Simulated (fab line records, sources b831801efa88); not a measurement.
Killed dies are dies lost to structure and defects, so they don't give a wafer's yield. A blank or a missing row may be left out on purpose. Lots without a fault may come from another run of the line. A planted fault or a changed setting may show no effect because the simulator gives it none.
One fault seen from 2 desks | flow gf180mcu | each desk has only its own numbers; what lay behind them comes last

THE TOOL OWNER'S DESK: wet_bench-03
The tool's own readings at GF_VT_IMPLANT_WET_ETCH_50 (etches SiO2 in dHF, target depth 20 nm, time 400 s): means of the sampled wafers that have a number, for each lot that ran on this tool. A lot is out of limits, marked OUT, if its mean lies more than 4 standard deviations from the usual mean; the brackets give that distance.
Columns: A = run_length_s at GF_VT_IMPLANT_WET_ETCH_50, usual 428 s
lot  | first seen here | A
L300 | day 8 19:28     | 433
L302 | day 9 06:46     | 423
L308 | day 10 23:04    | 327 (-27) OUT
L309 | day 11 06:04    | 334 (-25) OUT
L318 | day 13 17:43    | 425
This desk's finding: out of limits on L308, L309; first on L308, day 10 23:04 (run_length_s at GF_VT_IMPLANT_WET_ETCH_50). In limits: L300, L302, L318.

THE METROLOGY DESK
What the gauges read, lot by lot, whatever tool the lot ran on: means of the sampled wafers that have a number. A lot is out of limits, marked OUT, if its mean lies more than 4 standard deviations from the usual mean; the brackets give that distance.
Columns: A = LVPWELL_OVL at GF_LVPWELL_OVL_MEAS_07, usual -1.7 nm; B = PSD_OVL at GF_PSD_OVL_MEAS_08, usual 0.7 nm
lot  | first seen here | A    | B
L296 | day 3 23:21     | -2.2 | -1.5
L297 | day 4 04:25     | -2.9 | 1.6
L298 | day 4 10:30     | -2.0 | 2.5
L299 | day 4 15:47     | -1.4 | 1.1
L300 | day 4 21:04     | 0.3  | 1.2
L302 | day 5 07:22     | -1.6 | 1.3
L308 | day 6 15:11     | 2.3  | 0.9
L309 | day 6 22:29     | -2.7 | -0.4
L312 | day 7 16:11     | -0.4 | 0.6
L313 | day 7 18:51     | -1.4 | 0.9
L315 | day 8 07:38     | -1.4 | -1.3
L317 | day 8 19:35     | -2.2 | 1.4
L318 | day 8 23:59     | -1.9 | -0.2
L319 | day 9 06:08     | -3.2 | 1.5
This desk's finding: nothing out of limits on any of the 14 lots.

PUT TOGETHER
The tool owner's desk could have raised an alarm at day 10 23:04, on L308, L309.
The metrology desk saw nothing out of limits.
The metrology desk has L308, L309 on record, within its limits.
Of the lots named, all ran GF_VT_IMPLANT_WET_ETCH_50 on wet_bench-03.

WHAT THE SIMULATOR HAD PUT IN
Process parameter drift: wet_bench-03, from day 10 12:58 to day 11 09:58, at GF_VT_IMPLANT_WET_ETCH_50. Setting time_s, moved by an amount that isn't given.
Lots struck among those shown: L308, L309.
Hours from the fault's start to each desk's first reading out of limits: the tool owner's desk, 10.
